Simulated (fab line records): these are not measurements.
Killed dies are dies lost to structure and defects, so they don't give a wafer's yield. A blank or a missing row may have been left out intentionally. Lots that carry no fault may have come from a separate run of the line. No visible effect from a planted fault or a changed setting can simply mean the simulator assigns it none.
8D (eight disciplines) problem report, filled in by code -- flow gf180mcu -- the parts of the form that need people (team, actions taken, sign-off) are left out

## 1. WHAT WENT WRONG
Across 6 wafers from 2 lots, NWELL_TW at GF_NWELL_TW_MEAS_11 averages 3356, while fault-free wafers read 1583 with a standard deviation of 12. So: +99 or more standard deviations from the usual mean.
First observed at day 5 18:02: wafer L525.1, on filmMetro-01. The record holds 39 wafers of 13 lots with a number at this step. By rule, "out" or "out of limits" means more than 4 standard deviations away from the usual mean. The rest of the wafers with a number are treated as sound.

## 2. WHAT IT IS AND WHAT IT IS NOT
question,is,is not
which readings at this step,NWELL_TW,-
which lots,"L525, L527","L514, L515, L516, L519, L520, L523, L524, L533, L535, L536, L537"
which wafers of those lots,all that have a number,-
read on which gauges,filmMetro-01,"filmMetro-02, filmMetro-03"
when,from day 5 18:02,"up to then (21 sound wafers); but 12 sound wafers of L533, L535, L536, L537 came after"

## 3. WHAT RULES OUT EACH SUSPECT
Counting: a tool at a process step up to the reading stays a suspect if it ran every lot that is out and no sound lot after the first of them.
- the gauge at GF_NWELL_TW_MEAS_11 is ruled out. All the wafers that are out were read on filmMetro-01, but those of them that GF_NWELL_IMPLANT_08 has rows for are out there too, on other tools.
- implanter-03 at GF_NWELL_IMPLANT_08: kept. It ran every lot that is out, first L525 (day 5 17:38), and no sound lot after that; its last sound lot up to then is L523 (day 5 08:20). Its own readings are out on those wafers: beamOnS, doseIonsCm2, faradayCurrentUA.
Remaining after the count: implanter-03 at GF_NWELL_IMPLANT_08.

## 4. THE CAUSE (what the simulator had put in)
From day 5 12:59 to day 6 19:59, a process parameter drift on implanter-03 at GF_NWELL_IMPLANT_08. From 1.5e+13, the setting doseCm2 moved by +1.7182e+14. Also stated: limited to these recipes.
This tool alone remained once counting was done.

## 5. THE CHAIN OF EFFECTS, in route order
Each row: a reading where the mean over the struck wafers with a number is more than 3 standard deviations away from the usual. Readings are gone through only where the record gives a usual standard deviation; hours: the median, over the lots, of the time from a lot's start at the first step in this table giving one to that lot's start at this step; sigmas: the change measured in usual standard deviations.
hours,step,reading,usual,on struck wafers,change,sigmas
0,GF_NWELL_IMPLANT_08,beamOnS,10.00 s,60.70,+50.70,+99 or more
0,GF_NWELL_IMPLANT_08,doseIonsCm2,1.4998e+13,1.8681e+14,+1.7181e+14,+99 or more
0,GF_NWELL_IMPLANT_08,faradayCurrentUA,84.6,173.3,+88.7,+55
0,GF_NWELL_TW_MEAS_11,NWELL_TW,1583,3356,+1773,+99 or more
116,GF_VT_IMPLANT_RS_MEAS_47,NWELL_RS,488.1 ohm/sq,150.8,-337.3,-99 or more
Its process steps:
- GF_NWELL_IMPLANT_08
At these later measuring or inspecting steps, every struck wafer for which the step has a row has a number for every such reading, and none has moved that far: GF_VT_IMPLANT_OVL_MEAS_07, GF_DUAL_GATE_OVL_MEAS_11.

## 6. WHAT WOULD HAVE CAUGHT IT SOONER
In this record the first reading out of limits at a measuring or inspecting step was taken at day 5 18:02, 5 hours after the fault began at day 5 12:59.
The tool's own readings at GF_NWELL_IMPLANT_08 were out on every struck wafer that the step has a row for (beamOnS, doseIonsCm2, faradayCurrentUA): an alarm limit on them would have fired on the first of those.
Among the 2 lots that are out, L527 began GF_NWELL_IMPLANT_08 on implanter-03 after day 5 18:02. Holding the tool at that time would have saved it.
